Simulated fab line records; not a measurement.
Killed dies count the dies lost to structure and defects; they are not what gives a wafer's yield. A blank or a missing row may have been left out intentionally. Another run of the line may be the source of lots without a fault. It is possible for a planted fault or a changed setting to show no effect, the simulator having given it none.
A lot that was struck, set against a sound lot || flow sky130 || 15 out of 708 route steps
Sound: the wafers L693.2, L693.4, L693.5. Struck: wafer L702.6. Last of all comes the cause.
Per side, at each step with rows, come the tool, then ch with its chambers, and then its first start. Under that, the readings that differ: sound wafers || struck wafers || difference of the means || sigmas: that difference in standard deviations of wafers without a fault.
alike: readings whose means differ by less than 2 such deviations, and words and numbers that are the same on both sides. not compared: withheld readings, readings that some wafer has no value for, bounds like >300 that may hide the same value, and numbers for which the record gives no deviation and whose values overlap.
Wherever a step has rows on one side only, a row that says differs or no value, or a row with sigmas, the two part there. When numbers do not overlap yet have no deviation, they are printed without sigmas and do not part them. Lack of a reading on every wafer of one side parts them only where that side has two or more wafers.

first, 1 step without rows for these wafers: SKY_SONOS_ONO_CVD_04 (deposits SiO2 from SiH4/N2O, target thk 5.7199 nm).
SKY_SONOS_ONO_THK_MEAS_05:
  sound on film-metro-03 at day 12 12:28; struck on film-metro-02 at day 15 20:13
{"reading": "SONOS_ONO_CVD_04_THK (nm)", "sound": "5.92 5.98 5.95", "struck": 5.58, "difference": -0.37, "sigmas": -3}
then, 7 steps without rows for these wafers: SKY_SONOS_ONO_DEHYDRATE_06 (time 60 s); SKY_SONOS_ONO_HMDS_07 (prime time 60 s); SKY_SONOS_ONO_COAT_08 (resist thk 1140 nm); SKY_SONOS_ONO_SOFTBAKE_09 (time 60 s); SKY_SONOS_ONO_EXPOSE_10 (exposes mask ONOM, target cd 410 nm); SKY_SONOS_ONO_PEB_11; SKY_SONOS_ONO_DEVELOP_12 (develop time 60 s).
SKY_SONOS_ONO_CD_MEAS_13: the cd target is 410 nm.
  sound on cd-sem-02 at day 13 13:01; struck on cd-sem-02 at day 17 00:38
  alike: cd-nm
SKY_SONOS_ONO_OVL_MEAS_14:
  sound on overlay-01 at day 13 13:07; struck on overlay-02 at day 17 00:41
  alike: SONOS_ONO_OVL
SKY_SONOS_ONO_ETCH_15: etches the open film in CHF3/O2, target depth 19.52 nm, time 7.8 s.
  sound on rie-diel-02 ch 1,2,3, day 13 13:08; struck on rie-diel-04 ch 3, day 17 00:42
  alike: drypump-motor-current-A, oes-product-au, throttle-valve-pct
  not compared: rf-hours-counter-h
SKY_SONOS_ONO_WET_ETCH_16: etches SiO2 in dHF, target depth 14 nm, time 280 s.
  sound on wet-bench-01 ch 1, day 13 13:10; struck on wet-bench-03 ch 1, day 17 00:43
{"reading": "temp-c (C)", "sound": "25.02 24.87 25.07", "struck": 24.51, "difference": -0.48, "sigmas": -4}
SKY_SONOS_ONO_STRIP_17: strips in O2/N2.
  sound on plasma-asher-02 ch 0,1, day 13 13:16; struck on plasma-asher-01 ch 1, day 17 00:52
{"reading": "strip-time-to-endpoint-s (s)", "sound": "14.08 14.08 14.05", "struck": 14.16, "difference": "+0.09", "sigmas": "+2"}
  alike: drypump-motor-current-A, oes-product-au
  not compared: rf-hours-counter-h
-- record jumps: 32 days separate the struck wafers' starts on either side; left off in module SONOS_ONO, taken up again in module PAD_OPEN, whose first shown step is the route's number 708 --
SKY_PAD_OPEN_PROBE_99:
  rows exist in the record for the struck wafers here (prober-02, day 48 13:05), but not for the sound ones

== WHERE THEY PART ==
At SKY_SONOS_ONO_THK_MEAS_05 first; at SKY_PAD_OPEN_PROBE_99 last (within this record only).

WHY: the cause the simulator had injected
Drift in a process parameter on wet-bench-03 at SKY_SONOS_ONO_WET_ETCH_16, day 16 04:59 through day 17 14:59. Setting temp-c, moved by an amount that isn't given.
